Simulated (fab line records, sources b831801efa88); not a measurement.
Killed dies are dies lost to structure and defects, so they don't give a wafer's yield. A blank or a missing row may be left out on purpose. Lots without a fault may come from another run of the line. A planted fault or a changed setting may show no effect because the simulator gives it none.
fab line records | flow gf180mcu
record lots=24 wafers=72 last_day=34
route steps=602 shown VT_IMPLANT@133 DUAL_GATE@154 HV_LDD@207
lots that met no fault: from a run of the same line without faults
start_h: hours from the record's first day to the start of the lot's first wafer shown | wait_h: hours since the lot's step before | " the same as in the row above | L1.1+2: a row that stands for several wafers | - no value, or no start given | * or withheld: withheld | < > ~ a bound
route shown NAME@n: a module of which the file shows steps, and the number in the route of the first | usual: mean/standard deviation of fault-free wafers | same: alike in all rows | chamber/n: place in a boat | sites: the reading at each site | _std_site: their standard deviation | _edge_site: outer sites' mean less inner sites' | radius_mm: how far each site lies from the wafer's centre | mask NAME#n: copy n | behind: the tool/chamber that last shaped the wafer | hold: why the lot was held/for how many hours/how that ended | device: the transistor (n, p or np) that didn't switch | end of line: the same wafers' tests at the end of the route | a step without rows: its recipe alone | killed: dies lost to structure and defects at the first sort, not the wafer's yield | map: a wafer's dies, x killed, . not, _ none there
set.NAME: the setting as run; set.NAME@STEP: as run at that earlier step | model.NAME: the simulator's own value behind a step, which no gauge read
steps of the route over a sample of lots; a table a step, a row a wafer
services: from which hour (start_h, from the record's first day; less than 0 if before it) a tool's chamber was out of use, for how many hours, and why
## steps
# step GF_VT_IMPLANT_TW_MEAS_43
# usual VT_IMPLANT_4_TW=695/7.1
# columns lot.wafer tool chamber start_h wait_h VT_IMPLANT_4_TW
L074.2 film_metro-02 - 154.50 0.1 685
L074.3 " - " " 689
L074.6 " - " " 689
L075.1 film_metro-02 - 163.09 0.1 685
L075.4 " - " " 692
L075.5 " - " " 690
L076.1 film_metro-02 - 170.73 0.1 687
L076.2 " - " " 690
L076.5 " - " " 692
L077.1 film_metro-02 - 176.78 0.1 692
L077.2 " - " " 690
L077.3 " - " " 690
L078.2 film_metro-01 - 185.39 0.1 693
L078.3 " - " " 693
L078.4 " - " " 692
L079.1 film_metro-02 - 190.54 0.1 691
L079.3 " - " " 692
L079.6 " - " " 690
L080.1 film_metro-01 - 196.99 0.1 702
L080.2 " - " " 704
L080.6 " - " " 699
L081.3 film_metro-04 - 207.31 0.1 702
L081.4 " - " " 704
L081.5 " - " " 701
L082.1 film_metro-04 - 210.39 0.1 706
L082.2 " - " " 706
L082.5 " - " " 704
L083.3 film_metro-01 - 214.76 0.1 699
L083.4 " - " " 701
L083.5 " - " " 704
L084.2 film_metro-01 - 221.54 0.1 692
L084.5 " - " " 694
L084.6 " - " " 690
L085.2 film_metro-01 - 231.90 0.1 693
L085.5 " - " " 692
L085.6 " - " " 693
L086.3 film_metro-02 - 236.90 0.1 685
L086.4 " - " " 681
L086.5 " - " " 686
L087.1 film_metro-01 - 243.59 0.1 699
L087.2 " - " " 696
L087.4 " - " " 695
L088.2 film_metro-01 - 249.89 0.1 697
L088.3 " - " " 695
L088.5 " - " " 696
L089.1 film_metro-01 - 256.69 0.1 700
L089.2 " - " " 702
L089.4 " - " " 697
L090.1 film_metro-02 - 265.33 0.1 685
L090.5 " - " " 679
L090.6 " - " " 682
L091.1 film_metro-02 - 269.84 0.1 684
L091.4 " - " " 682
L091.6 " - " " 681
L092.2 film_metro-04 - 277.30 0.1 704
L092.5 " - " " 703
L092.6 " - " " 702
L093.1 film_metro-01 - 286.49 0.1 696
L093.3 " - " " 694
L093.4 " - " " 694
L094.2 film_metro-04 - 292.89 0.1 703
L094.3 " - " " 702
L094.5 " - " " 703
L095.2 film_metro-04 - 295.90 0.1 700
L095.3 " - " " 701
L095.5 " - " " 699
L096.3 film_metro-04 - 305.61 0.1 701
L096.4 " - " " 706
L096.6 " - " " 704
L097.2 film_metro-01 - 314.35 0.1 697
L097.3 " - " " 698
L097.4 " - " " 697
# step GF_DUAL_GATE_STRIP_13
# recipe chemistry=O2/N2 power_w=1400 pressure_mtorr=1500 platen_temp_c=250 o2_flow_sccm=3000 n2_flow_sccm=300 overash_fraction=0.5
# usual drypump_motor_current_A=5.9/0.35 heater_power_w=318/40 oes_product_au=0.716/0.0047 strip_time_to_endpoint_s=12.62/0.038
# columns lot.wafer tool chamber start_h wait_h drypump_motor_current_A heater_power_w oes_product_au rf_hours_counter_h strip_time_to_endpoint_s
L074.2 plasma_asher-01 1 173.69 0.0 5.7 368 0.714 39 12.63
L074.3 " 1 " " 5.7 368 0.710 - 12.64
L074.6 " 0 " " 5.8 253 0.719 - 12.61
L075.1 plasma_asher-03 1 181.53 0.0 6.3 352 0.716 53 12.62
L075.4 " 0 " " 5.7 372 0.721 - 12.63
L075.5 " 0 " " 5.7 364 0.712 - 12.61
L076.1 plasma_asher-02 1 189.73 0.0 5.6 320 0.712 6 12.64
L076.2 " 0 " " 6.4 297 0.717 6 12.67
L076.5 " 0 " " 6.4 280 0.715 - 12.62
L077.1 plasma_asher-01 0 196.31 0.0 5.8 249 0.715 41 12.59
L077.2 " 1 " " 5.7 347 0.717 41 12.62
L077.3 " 1 " " 5.7 356 0.702 - 12.63
L078.2 plasma_asher-02 0 205.12 0.0 6.5 290 0.712 7 12.63
L078.3 " 0 " " 6.4 284 0.715 - 12.62
L078.4 " 1 " " 5.6 330 0.712 - 12.63
L079.1 plasma_asher-03 0 215.10 0.0 5.6 367 0.713 57 12.61
L079.3 " 1 " " 6.3 350 0.715 - 12.65
L079.6 " 0 " " 5.6 364 0.724 - 12.67
L080.1 plasma_asher-02 1 223.61 0.0 5.6 318 0.717 9 12.63
L080.2 " 0 " " 6.4 279 0.713 9 12.65
L080.6 " 0 " " 6.5 285 0.715 - 12.61
L081.3 plasma_asher-01 1 229.61 0.0 5.7 357 0.717 - 12.54
L081.4 " 0 " " 5.8 250 0.719 - 12.57
L081.5 " 0 " " 5.8 253 0.725 - 12.52
L082.1 plasma_asher-02 1 232.12 0.0 5.6 319 0.718 10 12.59
L082.2 " 0 " " 6.5 294 0.717 10 12.62
L082.5 " 0 " " 6.5 280 0.715 - 12.60
L083.3 plasma_asher-02 0 236.44 0.0 6.5 287 0.716 - 12.70
L083.4 " 1 " " 5.6 322 0.714 - 12.63
L083.5 " 1 " " 5.6 321 0.714 - 12.66
L084.2 plasma_asher-03 0 241.33 0.0 5.7 372 0.724 60 12.63
L084.5 " 0 " " 5.7 367 0.712 - 12.66
L084.6 " 1 " " 6.3 360 0.712 - 12.65
L085.2 plasma_asher-01 1 252.78 0.0 5.7 356 0.712 48 12.64
L085.5 " 0 " " 5.8 247 0.725 - 12.67
L085.6 " 1 " " 5.7 367 0.714 - 12.63
L086.3 plasma_asher-01 0 258.87 0.0 5.8 256 0.722 - 12.68
L086.4 " 1 " " 5.7 362 0.722 - 12.71
L086.5 " 1 " " 5.7 370 0.714 - 12.70
L087.1 plasma_asher-02 1 264.53 0.0 5.6 318 0.714 13 12.57
L087.2 " 0 " " 6.4 287 0.714 13 12.59
L087.4 " 0 " " 6.5 288 0.715 - 12.55
L088.2 plasma_asher-02 0 271.46 0.0 6.4 291 0.729 14 12.53
L088.3 " 1 " " 5.6 324 0.714 - 12.57
L088.5 " 1 " " 5.6 322 0.724 - 12.52
L089.1 plasma_asher-03 1 278.78 0.0 6.3 355 0.715 64 12.64
L089.2 " 0 " " 5.6 361 0.717 64 12.63
L089.4 " 1 " " 6.3 341 0.710 - 12.63
L090.1 plasma_asher-03 1 287.63 0.0 6.3 346 0.722 65 12.62
L090.5 " 1 " " 6.3 357 0.712 - 12.62
L090.6 " 0 " " 5.6 371 0.713 - 12.59
L091.1 plasma_asher-03 1 291.63 0.0 6.3 354 0.711 65 12.63
L091.4 " 1 " " 6.3 356 0.718 - 12.65
L091.6 " 1 " " 6.3 358 0.709 - 12.67
L092.2 plasma_asher-02 0 299.45 0.0 6.4 290 0.720 16 12.57
L092.5 " 1 " " 5.6 329 0.721 - 12.55
L092.6 " 0 " " 6.4 284 0.721 - 12.56
L093.1 plasma_asher-02 0 308.83 0.0 6.4 286 0.716 17 12.63
L093.3 " 0 " " 6.4 279 0.705 - 12.61
L093.4 " 1 " " 5.6 327 0.725 - 12.61
L094.2 plasma_asher-02 0 316.42 0.0 6.4 286 0.716 18 12.63
L094.3 " 0 " " 6.4 283 0.724 - 12.62
L094.5 " 1 " " 5.6 323 0.719 - 12.63
L095.2 plasma_asher-02 1 319.71 0.0 5.6 325 0.716 18 12.64
L095.3 " 1 " " 5.6 324 0.718 - 12.63
L095.5 " 1 " " 5.6 322 0.712 - 12.59
L096.3 plasma_asher-01 0 328.14 0.0 5.8 247 0.711 - 12.63
L096.4 " 1 " " 5.7 358 0.712 - 12.60
L096.6 " 0 " " 5.9 243 0.725 - 12.59
L097.2 plasma_asher-02 1 337.54 0.0 5.6 328 0.715 20 12.71
L097.3 " 0 " " 6.4 285 0.720 - 12.61
L097.4 " 1 " " 5.6 327 0.716 - 12.61
# step GF_HV_LDD_CD_MEAS_31
# recipe target_cd_nm=400
# usual cd_nm=399.8/2.4
# columns lot.wafer tool chamber start_h wait_h cd_nm
L074.2 cd_sem-02 - 249.59 0.1 399.2
L074.3 " - " " 401.3
L074.6 " - " " 401.7
L075.1 cd_sem-01 - 262.27 0.1 397.4
L075.4 " - " " 395.5
L075.5 " - " " 398.6
L076.1 cd_sem-02 - 268.07 0.1 400.4
L076.2 " - " " 403.6
L076.5 " - " " 403.3
L077.1 cd_sem-01 - 276.62 0.1 397.4
L077.2 " - " " 397.1
L077.3 " - " " 395.2
L078.2 cd_sem-01 - 289.76 0.1 400.8
L078.3 " - " " 399.9
L078.4 " - " " 401.1
L079.1 cd_sem-02 - 298.64 0.1 402.1
L079.3 " - " " 400.7
L079.6 " - " " 399.2
L080.1 cd_sem-02 - 303.42 0.1 399.8
L080.2 " - " " 397.2
L080.6 " - " " 399.5
L081.3 cd_sem-01 - 311.28 0.1 399.7
L081.4 " - " " 402.1
L081.5 " - " " 400.6
L082.1 cd_sem-02 - 317.72 0.1 399.7
L082.2 " - " " 396.7
L082.5 " - " " 397.1
L083.3 cd_sem-02 - 320.85 0.2 402.5
L083.4 " - " " 400.0
L083.5 " - " " 401.0
L084.2 cd_sem-02 - 326.21 0.1 403.4
L084.5 " - " " 403.7
L084.6 " - " " 405.6
L085.2 cd_sem-01 - 337.76 0.1 401.2
L085.5 " - " " 400.2
L085.6 " - " " 401.6
L086.3 cd_sem-01 - 346.71 0.1 400.8
L086.4 " - " " 400.6
L086.5 " - " " 400.8
L087.1 cd_sem-02 - 353.65 0.1 397.6
L087.2 " - " " 396.9
L087.4 " - " " 399.4
L088.2 cd_sem-02 - 360.52 0.1 398.4
L088.3 " - " " 398.5
L088.5 " - " " 399.0
L089.1 cd_sem-02 - 368.50 0.1 401.5
L089.2 " - " " 402.7
L089.4 " - " " 402.9
L090.1 cd_sem-02 - 377.02 0.1 401.7
L090.5 " - " " 399.8
L090.6 " - " " 402.1
L091.1 cd_sem-02 - 385.19 0.1 396.5
L091.4 " - " " 395.8
L091.6 " - " " 394.9
L092.2 cd_sem-02 - 390.51 0.1 403.0
L092.5 " - " " 403.7
L092.6 " - " " 400.7
L093.1 cd_sem-02 - 401.72 0.1 400.8
L093.3 " - " " 401.4
L093.4 " - " " 400.3
L094.2 cd_sem-01 - 409.94 0.1 401.0
L094.3 " - " " 401.9
L094.5 " - " " 402.2
L095.2 cd_sem-01 - 416.59 0.1 395.8
L095.3 " - " " 396.6
L095.5 " - " " 399.8
L096.3 cd_sem-01 - 423.24 0.1 395.2
L096.4 " - " " 394.2
L096.6 " - " " 396.0
L097.2 cd_sem-02 - 433.78 0.1 400.8
L097.3 " - " " 398.6
L097.4 " - " " 401.3
# step GF_HV_LDD_TW_MEAS_38
# usual HV_LDD_3_TW=1439/20
# columns lot.wafer tool chamber start_h wait_h HV_LDD_3_TW
L074.2 film_metro-02 - 250.44 0.1 1415
L074.3 " - " " 1416
L074.6 " - " " 1410
L075.1 film_metro-04 - 263.12 0.1 1459
L075.4 " - " " 1459
L075.5 " - " " 1459
L076.1 film_metro-04 - 268.92 0.1 1465
L076.2 " - " " 1463
L076.5 " - " " 1461
L077.1 film_metro-03 - 277.47 0.1 1426
L077.2 " - " " 1415
L077.3 " - " " 1420
L078.2 film_metro-04 - 290.61 0.1 1462
L078.3 " - " " 1466
L078.4 " - " " 1470
L079.1 film_metro-02 - 299.50 0.1 1419
L079.3 " - " " 1423
L079.6 " - " " 1424
L080.1 film_metro-02 - 304.27 0.1 1421
L080.2 " - " " 1427
L080.6 " - " " 1426
L081.3 film_metro-02 - 312.12 0.1 1418
L081.4 " - " " 1406
L081.5 " - " " 1415
L082.1 film_metro-04 - 318.57 0.1 1469
L082.2 " - " " 1460
L082.5 " - " " 1460
L083.3 film_metro-03 - 321.68 0.1 1427
L083.4 " - " " 1432
L083.5 " - " " 1434
L084.2 film_metro-02 - 327.06 0.1 1415
L084.5 " - " " 1418
L084.6 " - " " 1410
L085.2 film_metro-03 - 338.61 0.1 1428
L085.5 " - " " 1434
L085.6 " - " " 1433
L086.3 film_metro-04 - 347.54 0.1 1460
L086.4 " - " " 1447
L086.5 " - " " 1460
L087.1 film_metro-02 - 354.51 0.1 1417
L087.2 " - " " 1423
L087.4 " - " " 1428
L088.2 film_metro-03 - 361.37 0.1 1440
L088.3 " - " " 1441
L088.5 " - " " 1434
L089.1 film_metro-03 - 369.36 0.1 1436
L089.2 " - " " 1440
L089.4 " - " " 1438
L090.1 film_metro-02 - 377.87 0.1 1418
L090.5 " - " " 1412
L090.6 " - " " 1414
L091.1 film_metro-03 - 386.04 0.1 1436
L091.4 " - " " 1422
L091.6 " - " " 1429
L092.2 film_metro-03 - 391.35 0.1 1434
L092.5 " - " " 1433
L092.6 " - " " 1429
L093.1 film_metro-04 - 402.57 0.1 1470
L093.3 " - " " 1469
L093.4 " - " " 1469
L094.2 film_metro-04 - 410.78 0.1 1450
L094.3 " - " " 1461
L094.5 " - " " 1467
L095.2 film_metro-04 - 417.43 0.1 1463
L095.3 " - " " 1458
L095.5 " - " " 1463
L096.3 film_metro-04 - 424.08 0.1 1457
L096.4 " - " " 1457
L096.6 " - " " 1455
L097.2 film_metro-02 - 434.63 0.1 1415
L097.3 " - " " 1418
L097.4 " - " " 1419
# step GF_HV_LDD_STRIP_49
# recipe chemistry=O2/N2 power_w=1400 pressure_mtorr=1500 platen_temp_c=250 o2_flow_sccm=3000 n2_flow_sccm=300 overash_fraction=0.5
# usual drypump_motor_current_A=5.8/0.43 heater_power_w=301/37 oes_product_au=0.716/0.004 strip_time_to_endpoint_s=12.65/0.036
# columns lot.wafer tool chamber start_h wait_h drypump_motor_current_A heater_power_w oes_product_au rf_hours_counter_h strip_time_to_endpoint_s
L074.2 plasma_asher-02 0 269.30 0.1 6.4 282 0.719 14 12.64
L074.3 " 1 " " 5.6 327 0.718 - 12.70
L074.6 " 1 " " 5.6 315 0.715 - 12.65
L075.1 plasma_asher-01 1 283.15 0.1 5.7 361 0.711 51 12.64
L075.4 " 1 " " 5.7 357 0.714 - 12.59
L075.5 " 1 " " 5.7 367 0.715 - 12.65
L076.1 plasma_asher-01 1 288.80 0.1 5.7 359 0.715 52 12.66
L076.2 " 0 " " 5.8 245 0.722 52 12.61
L076.5 " 1 " " 5.7 356 0.712 - 12.66
L077.1 plasma_asher-02 1 297.11 0.1 5.6 328 0.711 16 12.68
L077.2 " 0 " " 6.5 285 0.718 16 12.73
L077.3 " 0 " " 6.5 285 0.712 - 12.75
L078.2 plasma_asher-01 1 310.65 0.1 5.7 360 0.717 54 12.61
L078.3 " 1 " " 5.7 365 0.718 - 12.60
L078.4 " 0 " " 5.9 244 0.714 - 12.61
L079.1 plasma_asher-02 0 320.52 0.1 6.4 289 0.723 18 12.65
L079.3 " 1 " " 5.6 323 0.725 - 12.63
L079.6 " 0 " " 6.4 283 0.714 - 12.67
L080.1 plasma_asher-04 1 325.52 0.1 4.8 312 0.713 70 12.70
L080.2 " 0 " " 6.0 269 0.724 70 12.73
L080.6 " 0 " " 6.0 268 0.720 - 12.64
L081.3 plasma_asher-01 0 332.61 0.1 5.9 246 0.712 - 12.65
L081.4 " 1 " " 5.7 365 0.716 - 12.64
L081.5 " 0 " " 5.8 259 0.718 - 12.63
L082.1 plasma_asher-02 1 339.35 0.1 5.6 326 0.715 20 12.69
L082.2 " 0 " " 6.4 286 0.715 20 12.65
L082.5 " 0 " " 6.4 289 0.712 - 12.65
L083.3 plasma_asher-02 1 343.08 0.1 5.6 321 0.714 - 12.69
L083.4 " 0 " " 6.5 288 0.714 - 12.68
L083.5 " 1 " " 5.6 320 0.720 - 12.60
L084.2 plasma_asher-02 0 348.37 0.1 6.4 286 0.714 21 12.62
L084.5 " 1 " " 5.6 325 0.720 - 12.63
L084.6 " 0 " " 6.5 277 0.718 - 12.70
L085.2 plasma_asher-01 0 360.51 0.1 5.8 258 0.722 59 12.67
L085.5 " 1 " " 5.7 351 0.718 - 12.63
L085.6 " 0 " " 5.9 250 0.717 - 12.66
L086.3 plasma_asher-02 1 368.93 0.1 5.6 322 0.719 - 12.59
L086.4 " 0 " " 6.4 286 0.715 - 12.58
L086.5 " 1 " " 5.6 315 0.720 - 12.62
L087.1 plasma_asher-02 0 377.56 0.1 6.4 278 0.717 24 12.59
L087.2 " 1 " " 5.7 329 0.719 24 12.57
L087.4 " 0 " " 6.4 280 0.719 - 12.57
L088.2 plasma_asher-02 1 384.19 0.1 5.6 324 0.711 25 12.68
L088.3 " 1 " " 5.6 326 0.716 - 12.63
L088.5 " 0 " " 6.4 293 0.715 - 12.62
L089.1 plasma_asher-04 0 392.17 0.1 6.0 267 0.719 77 12.65
L089.2 " 1 " " 4.8 326 0.721 77 12.65
L089.4 " 0 " " 6.0 260 0.718 - 12.65
L090.1 plasma_asher-01 0 401.29 0.1 5.8 249 0.717 64 12.68
L090.5 " 0 " " 5.8 252 0.715 - 12.65
L090.6 " 1 " " 5.7 359 0.715 - 12.64
L091.1 plasma_asher-02 0 407.76 0.1 6.4 283 0.710 27 12.63
L091.4 " 1 " " 5.6 325 0.724 - 12.67
L091.6 " 1 " " 5.6 321 0.714 - 12.65
L092.2 plasma_asher-01 0 413.22 0.1 5.8 247 0.711 65 12.64
L092.5 " 0 " " 5.8 248 0.721 - 12.64
L092.6 " 1 " " 5.7 359 0.712 - 12.61
L093.1 plasma_asher-01 1 425.12 0.1 5.7 356 0.718 66 12.66
L093.3 " 1 " " 5.7 359 0.717 - 12.69
L093.4 " 0 " " 5.8 255 0.713 - 12.70
L094.2 plasma_asher-02 1 434.59 0.1 5.7 316 0.715 29 12.64
L094.3 " 0 " " 6.4 282 0.718 - 12.64
L094.5 " 1 " " 5.7 315 0.723 - 12.64
L095.2 plasma_asher-01 1 441.44 0.1 5.7 361 0.713 68 12.65
L095.3 " 0 " " 5.8 254 0.721 - 12.67
L095.5 " 0 " " 5.8 249 0.710 - 12.66
L096.3 plasma_asher-04 1 448.83 0.1 4.8 297 0.726 - 12.66
L096.4 " 0 " " 6.0 267 0.711 - 12.65
L096.6 " 0 " " 6.0 272 0.720 - 12.62
L097.2 plasma_asher-04 0 459.34 0.1 6.1 265 0.709 3 12.67
L097.3 " 0 " " 6.0 271 0.724 - 12.62
L097.4 " 1 " " 4.8 292 0.713 - 12.62
# step GF_HV_LDD_RS_MEAS_53
# recipe thk_meas_gauge=four-point-probe
# usual HV_LDD_RS=414.3/0.7
# columns lot.wafer tool chamber start_h wait_h HV_LDD_RS[ohm/sq]
L074.2 film_metro-04 - 269.65 0.1 413.9
L074.3 " - " " 413.1
L074.6 " - " " 413.4
L075.1 film_metro-02 - 283.42 0.1 414.1
L075.4 " - " " 414.9
L075.5 " - " " 414.9
L076.1 film_metro-03 - 289.08 0.1 414.3
L076.2 " - " " 414.1
L076.5 " - " " 414.3
L077.1 film_metro-04 - 297.39 0.1 414.7
L077.2 " - " " 415.1
L077.3 " - " " 413.6
L078.2 film_metro-02 - 310.95 0.1 412.9
L078.3 " - " " 414.2
L078.4 " - " " 414.9
L079.1 film_metro-02 - 320.80 0.1 414.1
L079.3 " - " " 413.5
L079.6 " - " " 414.0
L080.1 film_metro-04 - 325.80 0.1 414.7
L080.2 " - " " 414.8
L080.6 " - " " 414.3
L081.3 film_metro-02 - 332.89 0.1 415.7
L081.4 " - " " 414.8
L081.5 " - " " 415.3
L082.1 film_metro-02 - 339.62 0.1 414.1
L082.2 " - " " 414.8
L082.5 " - " " 414.1
L083.3 film_metro-02 - 343.37 0.1 414.1
L083.4 " - " " 413.7
L083.5 " - " " 414.4
L084.2 film_metro-04 - 348.67 0.1 414.1
L084.5 " - " " 415.1
L084.6 " - " " 414.6
L085.2 film_metro-02 - 360.81 0.1 415.0
L085.5 " - " " 414.9
L085.6 " - " " 414.5
L086.3 film_metro-04 - 369.21 0.1 414.1
L086.4 " - " " 413.9
L086.5 " - " " 414.1
L087.1 film_metro-03 - 377.83 0.1 414.8
L087.2 " - " " 415.0
L087.4 " - " " 414.3
L088.2 film_metro-04 - 384.49 0.1 413.6
L088.3 " - " " 413.6
L088.5 " - " " 414.1
L089.1 film_metro-04 - 392.45 0.1 414.0
L089.2 " - " " 413.9
L089.4 " - " " 414.2
L090.1 film_metro-04 - 401.57 0.1 413.5
L090.5 " - " " 413.6
L090.6 " - " " 413.7
L091.1 film_metro-04 - 408.08 0.1 413.2
L091.4 " - " " 413.9
L091.6 " - " " 414.1
L092.2 film_metro-03 - 413.52 0.1 413.4
L092.5 " - " " 414.2
L092.6 " - " " 413.2
L093.1 film_metro-03 - 425.40 0.1 414.6
L093.3 " - " " 414.7
L093.4 " - " " 414.0
L094.2 film_metro-04 - 434.89 0.1 414.0
L094.3 " - " " 413.7
L094.5 " - " " 415.1
L095.2 film_metro-03 - 441.74 0.1 415.3
L095.3 " - " " 415.3
L095.5 " - " " 414.7
L096.3 film_metro-03 - 449.11 0.1 413.9
L096.4 " - " " 414.4
L096.6 " - " " 414.8
L097.2 film_metro-04 - 459.64 0.1 413.3
L097.3 " - " " 414.2
L097.4 " - " " 415.5
## services
# columns tool chamber start_h hours kind
plasma_asher-02 - 160.71 2.9 repair
plasma_asher-04 - 162.28 1.4 repair
plasma_asher-02 - 182.23 7.0 repair
plasma_asher-02 - 191.31 8.0 repair
plasma_asher-04 - 204.60 14.6 pm
plasma_asher-01 - 247.58 2.8 pm
plasma_asher-04 - 253.57 0.8 repair
plasma_asher-02 - 261.57 2.4 repair
plasma_asher-02 - 289.36 1.6 repair
plasma_asher-04 - 320.25 4.3 pm
plasma_asher-01 - 362.55 0.3 repair
plasma_asher-03 - 388.90 3.3 repair
plasma_asher-02 - 420.90 1.2 repair
plasma_asher-04 - 421.25 9.0 pm
plasma_asher-04 0 421.25 9.0 vent_cycle
plasma_asher-04 1 421.25 9.0 vent_cycle
plasma_asher-04 0 430.25 - clean
plasma_asher-04 1 430.25 - clean
## key
fault none
